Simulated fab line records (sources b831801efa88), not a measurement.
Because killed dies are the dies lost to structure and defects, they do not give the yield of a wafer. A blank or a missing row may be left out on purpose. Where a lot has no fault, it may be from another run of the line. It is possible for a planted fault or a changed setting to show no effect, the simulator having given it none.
Chamber matching | flow sfqLine | SFQ_TRILAYER_I3_DEP_PECVD_081 on pecvd-03 has 3 sister chambers
The step deposits SiO2 from SiH4/N2O, time 111.11 s, target thk 500 nm. 14 wafers are shown with their chamber, then 7 later ones without.

== WAFERS, EACH WITH ITS CHAMBER ==
wafer  | chamber | throttleValvePct (%) | rfFwdPowerW (W) | heaterPowerW (W)
L687.2 | 1       | 25.4                 | 181.4           | 77
L687.4 | 1       | 25.6                 | 182.0           | 80
L687.5 | 2       | 26.4                 | 182.5           | 94
L688.3 | 1       | 25.4                 | 181.9           | 81
L688.4 | 1       | 25.6                 | 181.8           | 81
L688.6 | 2       | 26.3                 | 183.0           | 95
L695.1 | 1       | 26.2                 | 182.2           | 80
L695.3 | 0       | 24.9                 | 181.6           | 92
L697.5 | 0       | 24.9                 | 181.9           | 86
L701.2 | 2       | 27.1                 | 182.6           | 84
L701.4 | 0       | 24.8                 | 181.4           | 89
L701.5 | 2       | 26.9                 | 183.6           | 86
L703.4 | 1       | 25.9                 | 182.3           | 81
L703.5 | 2       | 26.9                 | 183.2           | 91

SIGNATURES (means of the wafers above)
reading          | chamber 0 | chamber 1 | chamber 2 | scatter within a chamber
throttleValvePct | 24.867    | 25.683    | 26.720    | 0.299
rfFwdPowerW      | 181.633   | 181.933   | 182.980   | 0.363
heaterPowerW     | 89.00     | 80.00     | 90.00     | 3.36
Rule: a wafer lies at a distance from a chamber equal to the root of the sum of squares, over the readings, of (its reading less the chamber's mean, divided by the reading's scatter). If the next closest chamber is less than 2 further off than the closest, the wafer can't be placed; otherwise it belongs to the closest. The scatter is the square root of a quotient: the sum, over the shown wafers, of each reading's squared deviation from its chamber's mean, divided by wafers minus chambers.

== WAFERS MISSING THEIR CHAMBER ==
wafer  | throttleValvePct (%) | rfFwdPowerW (W) | heaterPowerW (W)
L703.6 | 24.6                 | 181.2           | 90
L707.1 | 27.1                 | 182.9           | 79
L707.3 | 26.2                 | 182.7           | 72
L707.4 | 24.8                 | 181.9           | 86
L709.3 | 24.6                 | 182.3           | 82
L709.5 | 26.2                 | 182.1           | 82
L709.6 | 24.7                 | 181.9           | 83

== EACH ONE'S CHAMBER ==
wafer  | from the rows above     | in truth
L703.6 | 0                       | 0
L707.1 | can't be placed: 2 or 1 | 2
L707.3 | 1                       | 1
L707.4 | 0                       | 0
L709.3 | can't be placed: 0 or 1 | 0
L709.5 | can't be placed: 1 or 2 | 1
L709.6 | can't be placed: 0 or 1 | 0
Correctly placed: 3 of 7. These rows do not allow placing 4 (true chamber among the candidates in 4). Number placed wrongly: 0.
